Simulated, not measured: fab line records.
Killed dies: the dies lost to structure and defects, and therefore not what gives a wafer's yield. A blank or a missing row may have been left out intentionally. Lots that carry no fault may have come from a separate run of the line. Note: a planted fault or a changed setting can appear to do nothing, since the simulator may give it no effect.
A single fault, viewed from 2 desks || flow sfq_line || only its own numbers are on each desk; what lay behind them is given at the end

FROM THE METROLOGY DESK
Lot by lot, what the gauges showed, no matter which tool ran the lot: averages of those sampled wafers that carry a number. The brackets show how far a lot's mean lies from the usual mean; more than 4 standard deviations puts the lot out of limits, marked OUT.
Columns: A = M0_NB_RS at SFQ_M0_RS_MEAS_904, usual 0.911 ohm/sq
{"lot": "L930", "first seen here": "day 5 06:55", "A": 0.928}
{"lot": "L931", "first seen here": "day 5 14:08", "A": 0.902}
{"lot": "L932", "first seen here": "day 5 18:56", "A": 0.908}
{"lot": "L933", "first seen here": "day 6 02:05", "A": 0.909}
{"lot": "L934", "first seen here": "day 6 06:56", "A": 0.911}
{"lot": "L936", "first seen here": "day 7 01:11", "A": 0.908}
{"lot": "L937", "first seen here": "day 7 07:59", "A": "1.018 (+12) OUT"}
{"lot": "L938", "first seen here": "day 7 12:43", "A": "1.021 (+12) OUT"}
{"lot": "L939", "first seen here": "day 7 21:07", "A": "1.019 (+12) OUT"}
{"lot": "L940", "first seen here": "day 8 01:59", "A": 0.921}
{"lot": "L945", "first seen here": "day 9 05:32", "A": 0.921}
{"lot": "L949", "first seen here": "day 10 07:56", "A": 0.901}
{"lot": "L951", "first seen here": "day 10 16:08", "A": 0.924}
{"lot": "L952", "first seen here": "day 11 01:43", "A": 0.903}
{"lot": "L953", "first seen here": "day 11 04:34", "A": 0.908}
This desk's result: L937, L938, L939 out of limits, first on L937 (M0_NB_RS at SFQ_M0_RS_MEAS_904), day 7 07:59. L930, L931, L932, L933, L934, L936, L940, L945, L949, L951, L952, L953 stayed within limits.

FOR THE TOOL OWNER'S DESK: pvd_sputter-05
The tool's own readings at SFQ_TRILAYER_M0_DEP_SPUTTER_019 (material Nb, target thk 200 nm, time 133.3 s): means of the sampled wafers that have a number, for each lot that ran on this tool. The brackets show how far a lot's mean lies from the usual mean; more than 4 standard deviations puts the lot out of limits, marked OUT.
Columns: A = throttle_valve_pct at SFQ_TRILAYER_M0_DEP_SPUTTER_019, usual 30.0 %
{"lot": "L930", "first seen here": "day 5 06:48", "A": 29.2}
{"lot": "L934", "first seen here": "day 6 06:49", "A": 29.6}
{"lot": "L936", "first seen here": "day 7 01:05", "A": 29.4}
{"lot": "L937", "first seen here": "day 7 07:50", "A": 30.1}
{"lot": "L938", "first seen here": "day 7 12:38", "A": 30.1}
{"lot": "L939", "first seen here": "day 7 21:02", "A": 29.6}
{"lot": "L952", "first seen here": "day 11 01:38", "A": 30.1}
Result from this desk: across the 7 lots, nothing is out of limits.

TAKEN TOGETHER
At day 7 07:59 the metrology desk could have sounded an alarm, on L937, L938, L939.
The desk of the tool owner found nothing out of limits.
On record at the tool owner's desk: L937, L938, L939, within its limits.
All the named lots went through SFQ_TRILAYER_M0_DEP_SPUTTER_019 on pvd_sputter-05.

WHAT THE SIMULATOR PUT IN
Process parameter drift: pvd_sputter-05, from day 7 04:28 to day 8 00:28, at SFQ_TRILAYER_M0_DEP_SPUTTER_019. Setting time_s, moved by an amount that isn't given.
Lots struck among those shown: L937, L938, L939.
Hours from the fault's start to each desk's first reading out of limits: the metrology desk, 4.
